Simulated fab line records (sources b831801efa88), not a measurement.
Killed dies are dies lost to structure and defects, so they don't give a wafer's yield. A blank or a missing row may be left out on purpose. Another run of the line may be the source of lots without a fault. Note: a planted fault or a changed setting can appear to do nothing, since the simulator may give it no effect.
fab line records	flow sky130
record: lots: 12	wafers: 36	last_day: 51
route steps=708 shown VT_ADJUST_NCORE@129 VT_ADJUST_HVTR@141 LDD_N@244 RES_XHIGH@341 SD_N@354 PAD_OPEN@708
lots untouched by any fault: they come from a run of this same line in which no faults occurred
start_h: hours from the record's first day to the start of the lot's first wafer shown	wait_h: time in hours since the lot's previous step	" identical to the entry in the row above	L1.1+2: several wafers, shown together as one row	- value missing, or start not given	* or withheld: withheld	< > ~ a bound
route shown NAME@n: NAME is a module with steps in the file, n the number in the route of the first one	usual: mean/standard deviation taken from wafers without a fault	same: alike in all rows	chamber/n: place in a boat	sites: each site's reading	_std_site: the values' standard deviation	_edge_site: the outer-site mean with the inner-site mean subtracted	radius_mm: how far each site lies from the wafer's centre	mask NAME#n: copy n	behind: the last tool/chamber to shape the wafer	hold: reason for holding the lot/hours on hold/outcome of the hold	device: which transistor (n, p or np) failed to switch	end of line: the same wafers' tests at the end of the route	step lacking rows: just its recipe	killed: dies that structure and defects cost at the first sort, which is not the same as the wafer's yield	map: the dies of a wafer, with x for killed, . for not killed, _ for no die there
set.NAME: the setting as run; set.NAME@STEP: as run at that earlier step	model.NAME: the simulator's own value behind a step, which no gauge read
one table for each step of the route and one row for each wafer, over a sample of lots
services: from which hour (start_h, from the record's first day; less than 0 if before it) a tool's chamber was out of use, for how many hours, and why
== steps ==
step: SKY_VT_ADJUST_NCORE_STRIP_10
recipe: chemistry: O2/N2	power_w: 1400	pressure_mtorr: 1500	platen_temp_c: withheld	o2_flow_sccm: 3000	n2_flow_sccm: 300	overash_fraction: 0.5
usual: chamber_pressure_mTorr: 1500.0/1.4	drypump_motor_current_A: 5.8/0.42	oes_product_au: 0.716/0.0044	strip_time_to_endpoint_s: 14.19/0.036
lot.wafer	tool	chamber	start_h	wait_h	chamber_pressure_mTorr	drypump_motor_current_A	oes_product_au	rf_hours_counter_h	strip_time_to_endpoint_s
L162.1	plasma_asher-02	1	249.45	0.1	-	-	-	-	-
L162.3	"	0	"	"	-	-	-	-	-
L162.6	"	1	"	"	-	-	-	-	-
L163.2	plasma_asher-02	0	251.94	0.1	-	-	-	-	-
L163.4	"	1	"	"	-	-	-	-	-
L163.6	"	0	"	"	-	-	-	-	-
L164.1	plasma_asher-01	1	260.09	0.1	-	-	-	-	-
L164.5	"	0	"	"	-	-	-	-	-
L164.6	"	1	"	"	-	-	-	-	-
L166.1	plasma_asher-02	1	279.76	0.1	1498.4	6.3	0.719	14	14.23
L166.3	"	0	"	"	1497.6	5.7	0.724	-	14.24
L166.6	"	1	"	"	1500.5	6.3	0.713	-	14.23
L168.1	plasma_asher-04	1	291.06	0.1	1499.8	5.7	0.721	60	14.23
L168.4	"	0	"	"	1499.9	6.2	0.710	-	14.22
L168.6	"	1	"	"	1499.3	5.7	0.716	-	14.21
L169.2	plasma_asher-02	0	293.69	0.1	1500.6	5.7	0.718	16	14.22
L169.3	"	1	"	"	1500.5	6.3	0.712	-	14.20
L169.4	"	0	"	"	1497.5	5.7	0.715	-	14.17
L170.1	plasma_asher-02	0	297.81	0.1	1496.8	5.7	0.717	16	14.14
L170.3	"	0	"	"	1503.6	5.7	0.713	-	14.18
L170.4	"	1	"	"	1500.0	6.3	0.717	-	14.16
L171.3	plasma_asher-02	1	307.97	0.2	1498.1	6.3	0.718	-	14.17
L171.5	"	1	"	"	1500.2	6.3	0.718	-	14.19
L171.6	"	0	"	"	1500.4	5.7	0.718	-	14.18
L172.1	plasma_asher-02	1	312.41	0.1	1498.5	6.3	0.723	17	14.19
L172.3	"	1	"	"	1501.2	6.3	0.708	-	14.20
L172.6	"	1	"	"	1500.4	6.3	0.717	-	14.20
L173.2	plasma_asher-04	1	322.01	0.1	1501.3	5.7	0.719	63	14.21
L173.3	"	0	"	"	1499.5	6.2	0.714	-	14.17
L173.5	"	0	"	"	1499.8	6.2	0.721	-	14.20
L174.1	plasma_asher-04	0	327.59	0.1	1502.4	6.2	0.711	64	14.10
L174.3	"	1	"	"	1499.3	5.6	0.720	-	14.16
L174.5	"	0	"	"	1498.8	6.2	0.723	-	14.12
L176.2	plasma_asher-01	0	349.09	0.1	1499.4	5.0	0.714	65	14.20
L176.5	"	1	"	"	1499.0	5.7	0.717	-	14.23
L176.6	"	0	"	"	1499.6	5.0	0.713	-	14.19
step: SKY_VT_ADJUST_HVTR_STRIP_10
recipe: chemistry: O2/N2	power_w: 1400	pressure_mtorr: 1500	platen_temp_c: withheld	o2_flow_sccm: 3000	n2_flow_sccm: 300	overash_fraction: 0.5
usual: chamber_pressure_mTorr: 1500.1/1.3	drypump_motor_current_A: 5.7/0.41	oes_product_au: 0.716/0.0044	strip_time_to_endpoint_s: 14.17/0.044
lot.wafer	tool	chamber	start_h	wait_h	chamber_pressure_mTorr	drypump_motor_current_A	oes_product_au	rf_hours_counter_h	strip_time_to_endpoint_s
L162.1	plasma_asher-02	1	273.76	0.1	1502.1	6.3	0.716	14	31.19
L162.3	"	1	"	"	1499.3	6.3	0.720	-	31.20
L162.6	"	0	"	"	1500.9	5.7	0.715	-	31.21
L163.2	plasma_asher-02	1	275.74	0.1	1500.4	6.4	0.721	14	31.32
L163.4	"	1	"	"	1499.7	6.4	0.717	-	31.32
L163.6	"	0	"	"	1501.2	5.7	0.723	-	31.32
L164.1	plasma_asher-01	0	284.61	0.1	1500.0	5.0	0.718	59	31.32
L164.5	"	1	"	"	1498.1	5.7	0.723	-	31.32
L164.6	"	0	"	"	1498.9	5.0	0.721	-	31.29
L166.1	plasma_asher-01	1	305.69	0.1	1499.9	5.7	0.716	61	14.10
L166.3	"	1	"	"	1500.2	5.7	0.722	-	14.08
L166.6	"	1	"	"	1497.4	5.7	0.713	-	14.06
L168.1	plasma_asher-03	1	316.49	0.1	1499.3	5.6	0.717	48	14.12
L168.4	"	0	"	"	1501.1	5.7	0.712	-	14.09
L168.6	"	1	"	"	1499.3	5.6	0.724	-	14.19
L169.2	plasma_asher-02	1	319.54	0.2	1498.9	6.4	0.720	18	14.11
L169.3	"	1	"	"	1502.9	6.3	0.713	-	14.12
L169.4	"	0	"	"	1497.7	5.7	0.717	-	14.13
L170.1	plasma_asher-01	0	323.70	0.1	1499.9	5.0	0.711	63	14.17
L170.3	"	1	"	"	1499.2	5.7	0.708	-	14.21
L170.4	"	0	"	"	1498.6	5.0	0.719	-	14.17
L171.3	plasma_asher-01	1	334.69	0.1	1501.1	5.7	0.721	-	14.25
L171.5	"	0	"	"	1500.3	5.0	0.713	-	14.26
L171.6	"	1	"	"	1500.2	5.7	0.723	-	14.23
L172.1	plasma_asher-03	0	338.74	0.1	1501.6	5.6	0.724	51	14.21
L172.3	"	1	"	"	1500.2	5.6	0.715	-	14.18
L172.6	"	0	"	"	1500.2	5.7	0.714	-	14.19
L173.2	plasma_asher-02	1	349.95	0.1	1500.4	6.3	0.722	21	14.15
L173.3	"	1	"	"	1499.3	6.4	0.716	-	14.18
L173.5	"	0	"	"	1500.4	5.7	0.718	-	14.18
L174.1	plasma_asher-02	0	355.15	0.1	1502.4	5.7	0.713	22	14.15
L174.3	"	0	"	"	1503.1	5.7	0.718	-	14.16
L174.5	"	1	"	"	1499.0	6.3	0.710	-	14.16
L176.2	plasma_asher-03	0	377.95	0.1	1500.9	5.7	0.715	55	14.20
L176.5	"	1	"	"	1498.6	5.6	0.720	-	14.15
L176.6	"	0	"	"	1501.2	5.6	0.707	-	14.19
step: SKY_VT_ADJUST_HVTR_TW_MEAS_11
usual: VT_ADJUST_HVTR_TW: 212.3/0.89
lot.wafer	tool	chamber	start_h	wait_h	hold	VT_ADJUST_HVTR_TW
L162.1	film_metro-02	-	273.86	0.1	await_dispo/0.2h/release	30.2
L162.3	"	-	"	"	await_dispo/0.2h/release	30.2
L162.6	"	-	"	"	await_dispo/0.2h/release	30.1
L162.1	film_metro-02	-	274.08	0.2	-	30.1
L162.3	"	-	"	"	-	30.1
L162.6	"	-	"	"	-	30.2
L163.2	film_metro-04	-	275.85	0.1	await_dispo/0.2h/release	30.2
L163.4	"	-	"	"	await_dispo/0.2h/release	30.1
L163.6	"	-	"	"	await_dispo/0.2h/release	30.0
L163.2	film_metro-04	-	276.07	0.2	-	29.9
L163.4	"	-	"	"	-	30.1
L163.6	"	-	"	"	-	30.2
L164.1	film_metro-04	-	284.71	0.1	await_dispo/0.2h/release	30.2
L164.5	"	-	"	"	await_dispo/0.2h/release	30.1
L164.6	"	-	"	"	await_dispo/0.2h/release	30.0
L164.1	film_metro-04	-	284.93	0.2	-	30.1
L164.5	"	-	"	"	-	30.1
L164.6	"	-	"	"	-	30.4
L166.1	film_metro-01	-	305.79	0.1	-	212.2
L166.3	"	-	"	"	-	210.8
L166.6	"	-	"	"	-	212.0
L168.1	film_metro-04	-	316.59	0.1	-	212.2
L168.4	"	-	"	"	-	212.1
L168.6	"	-	"	"	-	211.0
L169.2	film_metro-01	-	319.65	0.1	-	212.5
L169.3	"	-	"	"	-	213.4
L169.4	"	-	"	"	-	211.7
L170.1	film_metro-04	-	323.80	0.1	-	211.2
L170.3	"	-	"	"	-	211.2
L170.4	"	-	"	"	-	213.4
L171.3	film_metro-02	-	334.78	0.1	-	212.1
L171.5	"	-	"	"	-	211.0
L171.6	"	-	"	"	-	212.1
L172.1	film_metro-01	-	338.84	0.1	-	211.4
L172.3	"	-	"	"	-	210.8
L172.6	"	-	"	"	-	212.6
L173.2	film_metro-01	-	350.06	0.1	-	213.6
L173.3	"	-	"	"	-	212.2
L173.5	"	-	"	"	-	212.8
L174.1	film_metro-04	-	355.25	0.1	-	214.1
L174.3	"	-	"	"	-	213.2
L174.5	"	-	"	"	-	212.8
L176.2	film_metro-01	-	378.06	0.1	-	212.5
L176.5	"	-	"	"	-	212.4
L176.6	"	-	"	"	-	213.0
step: SKY_LDD_N_OVL_MEAS_07
usual: LDD_N_OVL: -0.5/1.4
lot.wafer	tool	chamber	start_h	wait_h	LDD_N_OVL[nm]
L166.1	overlay-02	-	533.03	0.1	0.5
L166.3	"	-	"	"	1.2
L166.6	"	-	"	"	1.2
L168.1	overlay-02	-	543.58	0.1	0.2
L168.4	"	-	"	"	1.0
L168.6	"	-	"	"	1.5
L169.2	overlay-02	-	546.71	0.1	-1.1
L169.3	"	-	"	"	-0.2
L169.4	"	-	"	"	-1.2
L170.1	overlay-01	-	549.25	0.1	-1.4
L170.3	"	-	"	"	-1.2
L170.4	"	-	"	"	-1.1
L171.3	overlay-01	-	565.01	0.1	-1.4
L171.5	"	-	"	"	-1.3
L171.6	"	-	"	"	-1.8
L172.1	overlay-01	-	569.20	0.1	-3.9
L172.3	"	-	"	"	-2.6
L172.6	"	-	"	"	-2.7
L173.2	overlay-02	-	577.55	0.1	-0.4
L173.3	"	-	"	"	0.1
L173.5	"	-	"	"	-0.4
L174.1	overlay-01	-	585.40	0.1	-1.6
L174.3	"	-	"	"	0.5
L174.5	"	-	"	"	1.0
L176.2	overlay-02	-	606.43	0.1	0.7
L176.5	"	-	"	"	2.1
L176.6	"	-	"	"	2.1
step: SKY_RES_XHIGH_TW_MEAS_09
usual: RES_XHIGH_TW: 1633/9.4
lot.wafer	tool	chamber	start_h	wait_h	RES_XHIGH_TW
L166.1	film_metro-04	-	742.70	0.1	1634
L166.3	"	-	"	"	1635
L166.6	"	-	"	"	1635
L168.1	film_metro-04	-	753.40	0.1	1635
L168.4	"	-	"	"	1629
L168.6	"	-	"	"	1633
L169.2	film_metro-04	-	753.71	0.1	1639
L169.3	"	-	"	"	1639
L169.4	"	-	"	"	1641
L170.1	film_metro-02	-	757.90	0.1	1639
L170.3	"	-	"	"	1641
L170.4	"	-	"	"	1642
L171.3	film_metro-03	-	770.15	0.1	1621
L171.5	"	-	"	"	1630
L171.6	"	-	"	"	1636
L172.1	film_metro-03	-	774.28	0.1	1625
L172.3	"	-	"	"	1625
L172.6	"	-	"	"	1622
L173.2	film_metro-03	-	784.51	0.1	1617
L173.3	"	-	"	"	1630
L173.5	"	-	"	"	1620
L174.1	film_metro-02	-	790.75	0.1	1644
L174.3	"	-	"	"	1640
L174.5	"	-	"	"	1644
L176.2	film_metro-04	-	807.71	0.1	1648
L176.5	"	-	"	"	1643
L176.6	"	-	"	"	1642
step: SKY_SD_N_TW_MEAS_12
usual: SD_N_TW: 3974/33
lot.wafer	tool	chamber	start_h	wait_h	SD_N_TW
L166.1	film_metro-02	-	771.05	0.1	3948
L166.3	"	-	"	"	3976
L166.6	"	-	"	"	3992
L168.1	film_metro-03	-	781.49	0.1	3951
L168.4	"	-	"	"	3942
L168.6	"	-	"	"	3941
L169.2	film_metro-02	-	781.52	0.1	3988
L169.3	"	-	"	"	3997
L169.4	"	-	"	"	3997
L170.1	film_metro-03	-	785.61	0.1	3930
L170.3	"	-	"	"	3970
L170.4	"	-	"	"	3953
L171.3	film_metro-03	-	798.03	0.1	3952
L171.5	"	-	"	"	3982
L171.6	"	-	"	"	3944
L172.1	film_metro-04	-	801.69	0.1	3993
L172.3	"	-	"	"	3992
L172.6	"	-	"	"	3988
L173.2	film_metro-03	-	812.00	0.1	3959
L173.3	"	-	"	"	3939
L173.5	"	-	"	"	3958
L174.1	film_metro-02	-	818.25	0.1	4019
L174.3	"	-	"	"	4038
L174.5	"	-	"	"	4010
L176.2	film_metro-02	-	835.05	0.1	4010
L176.5	"	-	"	"	3986
L176.6	"	-	"	"	3982
step: SKY_PAD_OPEN_PROBE_99
usual: defect_limited_yield: 82.5/2.2	killed_at_M0_to_M3: 43/7.5	killed_at_M4_up: 3.2/1.9	killed_at_contacts: 24/5.6	killed_at_front_end: 15/4.8	killed_at_other: 0.2/0.54	killed_dies: 86/11	killed_open: 47/7.6	killed_short: 39/7.1	sort_bin_3_pad_short: 0.8/0.36	sort_bin_5_function: 10.4/1.6	sort_bin_6_memory: 6.3/1.3	sort_n_pass: 406/11	sort_yield_pct: 82.5/2.2
same: gross_dies: 492	killed_at_back_side: 0	sort_bin_4_leakage[%]: 0	sort_bin_8_speed[%]: 0
lot.wafer	tool	chamber	start_h	wait_h	defect_limited_yield[%]	killed_at_M0_to_M3	killed_at_M4_up	killed_at_contacts	killed_at_front_end	killed_at_other	killed_dies	killed_open	killed_short	sort_bin_3_pad_short[%]	sort_bin_5_function[%]	sort_bin_6_memory[%]	sort_n_pass	sort_yield_pct[%]
L166.1	prober-01	-	1174.42	0.1	82.7	38	3	32	11	1	85	48	37	0	10.0	7.3	407	82.7
L166.3	prober-01	-	1174.52	0.2	82.1	46	3	23	16	0	88	38	50	0.6	11.2	6.1	404	82.1
L166.6	prober-01	-	1174.67	0.2	82.3	43	1	30	13	0	87	51	36	0.4	10.8	6.5	405	82.3
L168.1	prober-02	-	1177.54	0.1	84.1	38	1	27	12	0	78	41	37	0.6	8.7	6.5	414	84.1
L168.4	prober-02	-	1177.69	0.2	84.1	38	3	25	12	0	78	47	31	1.0	8.1	6.7	414	84.1
L168.6	prober-02	-	1177.79	0.2	83.5	34	5	29	13	0	81	40	41	0.8	10.4	5.3	411	83.5
L170.1	prober-02	-	1185.30	0.1	78.0	67	5	19	17	0	108	56	52	1.6	12.8	7.5	384	78.0
L170.3	prober-02	-	1185.40	0.2	81.3	43	1	28	20	0	92	42	50	0.8	10.6	7.3	400	81.3
L170.4	prober-02	-	1185.45	0.2	82.3	46	4	21	16	0	87	52	35	0.4	10.0	7.3	405	82.3
killed by level:class
L166.1 LI_CONTACT:geometric_particle:open=9 CONTACT:geometric_particle:open=9 CONTACT:geometric_particle:short=7 VIA2:geometric_particle:open=7 VIA1:geometric_particle:open=6 METAL2:geometric_particle:short=5 FIELD_ISO:geometric_particle:open=4 METAL1:geometric_particle:short=4
L166.3 FIELD_ISO:geometric_particle:short=9 CONTACT:geometric_particle:open=8 VIA1:geometric_particle:open=8 METAL2:geometric_particle:short=7 CONTACT:geometric_particle:short=6 VIA2:geometric_particle:open=6 VIA3:geometric_particle:short=5 METAL1:geometric_particle:short=4
L166.6 LI_CONTACT:geometric_particle:open=9 VIA1:geometric_particle:short=9 VIA1:geometric_particle:open=8 FIELD_ISO:geometric_particle:open=7 CONTACT:geometric_particle:open=7 VIA2:geometric_particle:open=7 CONTACT:geometric_particle:short=6 VIA3:geometric_particle:open=5
L168.1 LI_CONTACT:geometric_particle:open=7 CONTACT:geometric_particle:open=7 VIA1:geometric_particle:open=7 VIA1:geometric_particle:short=7 VIA2:geometric_particle:open=7 FIELD_ISO:geometric_particle:open=5 LOCAL_INTERCONNECT:geometric_particle:short=5 LI_CONTACT:geometric_particle:short=4
L168.4 VIA1:geometric_particle:open=9 VIA2:geometric_particle:open=8 VIA3:geometric_particle:open=7 LI_CONTACT:geometric_particle:open=6 FIELD_ISO:geometric_particle:short=5 LOCAL_INTERCONNECT:geometric_particle:short=5 LI_CONTACT:geometric_particle:short=4 CONTACT:geometric_particle:open=4
L168.6 LI_CONTACT:geometric_particle:open=8 CONTACT:geometric_particle:open=7 VIA2:geometric_particle:open=7 CONTACT:geometric_particle:short=5 POLY_GATE:geometric_particle:open=5 LI_CONTACT:geometric_particle:short=5 VIA3:geometric_particle:open=5 VIA1:geometric_particle:short=5
L170.1 VIA1:geometric_particle:open=15 VIA2:geometric_particle:open=9 METAL2:geometric_particle:short=9 FIELD_ISO:geometric_particle:short=7 VIA3:geometric_particle:short=6 CONTACT:geometric_particle:open=6 METAL1:geometric_particle:short=6 LI_CONTACT:geometric_particle:open=5
L170.3 VIA1:geometric_particle:open=10 CONTACT:geometric_particle:open=7 LI_CONTACT:geometric_particle:open=6 CONTACT:geometric_particle:short=6 VIA2:geometric_particle:short=6 VIA2:geometric_particle:open=6 FIELD_ISO:geometric_particle:open=5 LOCAL_INTERCONNECT:geometric_particle:short=5
L170.4 VIA1:geometric_particle:open=12 LI_CONTACT:geometric_particle:open=8 CONTACT:geometric_particle:open=7 METAL2:geometric_particle:short=7 VIA3:geometric_particle:open=6 VIA2:geometric_particle:short=5 VIA2:geometric_particle:open=5 SPACER:geometric_particle:open=4
== services ==
tool	chamber	start_h	hours	kind
plasma_asher-01	-	247.29	0.4	repair
plasma_asher-03	-	250.99	3.5	repair
plasma_asher-02	-	258.90	4.5	repair
== key ==
first_sign: step: SKY_VT_ADJUST_NCORE_STRIP_10	reading: tool_record	direction: missing
effect: step: SKY_VT_ADJUST_HVTR_STRIP_10	reading: strip_time_to_endpoint_s	direction: up	sigmas: 99+	usual: *	struck: *
effect: step: SKY_VT_ADJUST_HVTR_TW_MEAS_11	reading: visit	direction: added
effect: step: SKY_VT_ADJUST_HVTR_TW_MEAS_11	reading: VT_ADJUST_HVTR_TW	direction: down	sigmas: 99+	usual: 212.3	struck: 30.1
met_at SKY_VT_ADJUST_NCORE_STRIP_10
struck_lots L162,L163,L164
scrapped_behind SKY_VT_ADJUST_HVTR_TW_MEAS_11 L162.1,L162.3,L162.6,L163.2,L163.4,L163.6,L164.1,L164.5,L164.6
not_acting_at SKY_LDD_N_OVL_MEAS_07,SKY_RES_XHIGH_TW_MEAS_09,SKY_SD_N_TW_MEAS_12
fault: kind: skipped_step_whole	tool: plasma_asher-01,plasma_asher-02	chamber: -	onset_h: 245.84	steps: SKY_VT_ADJUST_NCORE_STRIP_10	scope: struck_lots_only
